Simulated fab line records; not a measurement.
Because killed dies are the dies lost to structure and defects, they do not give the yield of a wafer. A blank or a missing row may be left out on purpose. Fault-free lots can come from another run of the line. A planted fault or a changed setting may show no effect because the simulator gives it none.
Chamber matching | flow sky130 | rie-diel-03 running SKY_CONTACT_ETCH_16: 3 sister chambers
The step etches BARC in N2/H2, stops on SiO2, time 45.9 s, target depth 60 nm. 14 wafers are shown with their chamber, then 7 later ones without.

EACH WAFER AND ITS CHAMBER
wafer  | chamber | oes-product-au (a.u.) | throttle-valve-pct (%) | chamber-pressure-mTorr (mTorr)
L075.2 | 0       | 0.858                 | 13.203                 | 29.999
L075.4 | 0       | 0.853                 | 13.231                 | 29.951
L075.6 | 1       | 0.852                 | 13.218                 | 29.948
L079.1 | 0       | 0.850                 | 13.216                 | 29.980
L079.4 | 2       | 0.851                 | 13.212                 | 29.976
L079.5 | 1       | 0.847                 | 13.240                 | 30.024
L087.1 | 0       | 0.867                 | 13.219                 | 30.052
L087.3 | 2       | 0.851                 | 13.233                 | 29.985
L087.5 | 2       | 0.852                 | 13.222                 | 30.013
L088.2 | 2       | 0.862                 | 13.218                 | 29.972
L088.4 | 0       | 0.858                 | 13.232                 | 30.004
L088.5 | 0       | 0.860                 | 13.231                 | 30.028
L089.1 | 2       | 0.854                 | 13.211                 | 29.965
L089.2 | 0       | 0.851                 | 13.233                 | 29.961

SIGNATURES (averages over the wafers above)
reading                | chamber 0 | chamber 1 | chamber 2 | scatter within a chamber
oes-product-au         | 0.85671   | 0.84950   | 0.85400   | 0.00531
throttle-valve-pct     | 13.22357  | 13.22900  | 13.21920  | 0.011
chamber-pressure-mTorr | 29.99643  | 29.98600  | 29.98220  | 0.0331
Rule: a wafer's distance from a chamber is the root of the sum, over the readings, of the square of ((its reading less the chamber's mean) divided by the reading's scatter). The wafer belongs to the nearest chamber; if the next one is less than 2 further off, it can't be placed. The scatter: take each reading less its chamber's mean, square it, sum over the shown wafers, divide by the number of wafers less the number of chambers, and take the root.

WAFERS WITHOUT THEIR CHAMBER
wafer  | oes-product-au (a.u.) | throttle-valve-pct (%) | chamber-pressure-mTorr (mTorr)
L089.4 | 0.852                 | 13.219                 | 29.979
L094.2 | 0.856                 | 13.239                 | 29.958
L094.3 | 0.857                 | 13.224                 | 30.001
L094.6 | 0.854                 | 13.234                 | 29.986
L095.1 | 0.864                 | 13.233                 | 29.985
L095.3 | 0.865                 | 13.225                 | 30.001
L095.5 | 0.859                 | 13.218                 | 30.002

WHICH CHAMBER EACH ONE RAN IN
wafer  | from the rows above          | in truth
L089.4 | can't be placed: 2 or 1 or 0 | 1
L094.2 | can't be placed: 1 or 0 or 2 | 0
L094.3 | can't be placed: 0 or 2 or 1 | 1
L094.6 | can't be placed: 1 or 0 or 2 | 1
L095.1 | can't be placed: 0 or 2 or 1 | 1
L095.3 | can't be placed: 0 or 2 or 1 | 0
L095.5 | can't be placed: 0 or 2 or 1 | 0
Correctly placed: 0 of 7. These rows do not allow placing 7 (true chamber among the candidates in 7). Wrongly placed: 0.
